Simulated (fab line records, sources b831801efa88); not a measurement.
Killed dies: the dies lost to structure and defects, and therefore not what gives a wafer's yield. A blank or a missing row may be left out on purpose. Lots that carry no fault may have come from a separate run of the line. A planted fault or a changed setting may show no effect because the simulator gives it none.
Problem report, 8D (eight disciplines) form, completed by code    flow gf180mcu    the parts of the form that need people (team, actions taken, sign-off) are left out

## 1. THE ISSUE
Wafers without a fault read 440.4 nm, standard deviation 2; cd-nm at GF_TOP_METAL_CD_MEAS_14 reads a mean of 456.3 nm on 9 wafers belonging to 3 lots. That is +8.0 standard deviations from the usual mean.
The step: target cd 440 nm.
First observed at day 30 17:16: wafer L367.3, on cd-sem-01. The record has a number at this step for 33 wafers belonging to 11 lots. Rule for "out" (also "out of limits"): further than 4 standard deviations from the usual mean. The rest of the wafers with a number are treated as sound.

## 2. WHAT IT IS AND WHAT IT IS NOT
question                     is                      is not
which readings at this step  cd-nm                   -
which lots                   L367, L369, L370        L359, L360, L362, L363, L373, L379, L380, L382
which wafers of those lots   all that have a number  -
read on which gauges         cd-sem-01               cd-sem-02
when                         from day 30 17:16       up to then (12 sound wafers); but 12 sound wafers of L373, L379, L380, L382 came after

## 3. THE SUSPECTS, EACH WITH WHAT RULES IT OUT
Counting: any tool at a process step up to the reading is kept as a suspect provided that every lot that is out went through it and no sound lot did after the first of them.
- the gauge at GF_TOP_METAL_CD_MEAS_14: ruled out. All the wafers that are out were read on cd-sem-01, but those of them that GF_TOP_METAL_EXPOSE_11 has rows for are out there too, on other tools.
- iline-stepper-01 at GF_TOP_METAL_EXPOSE_11 (exposes mask MetalTop, target cd 440 nm): kept. It ran every lot that is out, first L367 (day 30 08:14), and no sound lot after that; its last sound lot up to then is L363 (day 29 01:23). Its own exposure-dose-mJ-cm2 readings are out on those wafers.
Left after counting: iline-stepper-01 at GF_TOP_METAL_EXPOSE_11.

## 4. THE CAUSE (what the simulator had put in)
Process parameters drifting: iline-stepper-01 at GF_TOP_METAL_EXPOSE_11, beginning at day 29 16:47. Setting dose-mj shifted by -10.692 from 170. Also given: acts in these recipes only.
This tool alone remained once counting was done.

## 5. SEQUENCE OF EFFECTS, ordered by route
Each row: a reading where the mean over the struck wafers with a number is more than 3 standard deviations away from the usual. Only readings for which the record gives a usual standard deviation are gone through. hours: the time from each lot's start at the first step in this table that gives one to its start at this step, as a median over the lots. sigmas: the change in usual standard deviations.
hours  step                     reading               usual     on struck wafers  change  sigmas
0      GF_TOP_METAL_EXPOSE_11   exposure-dose-mJ-cm2  169.09    159.85            -9.24   -54
9      GF_TOP_METAL_CD_MEAS_14  cd-nm                 440.4 nm  456.3             +15.9   +8.0
Process steps it contains:
- GF_TOP_METAL_EXPOSE_11: exposes mask MetalTop, target cd 440 nm.

## 6. WHAT WOULD HAVE CAUGHT IT SOONER
The first out-of-limits reading at a measuring or inspecting step in this record came at day 30 17:16, 24 hours after the fault's start at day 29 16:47.
Tool's own readings at GF_TOP_METAL_EXPOSE_11, exposure-dose-mJ-cm2: out on all struck wafers the step has rows for; an alarm limit on them would have tripped on the first.
Lots out: 3; of these, L369, L370 started GF_TOP_METAL_EXPOSE_11 on iline-stepper-01 after day 30 17:16. A hold on the tool at that time would have spared those 2.
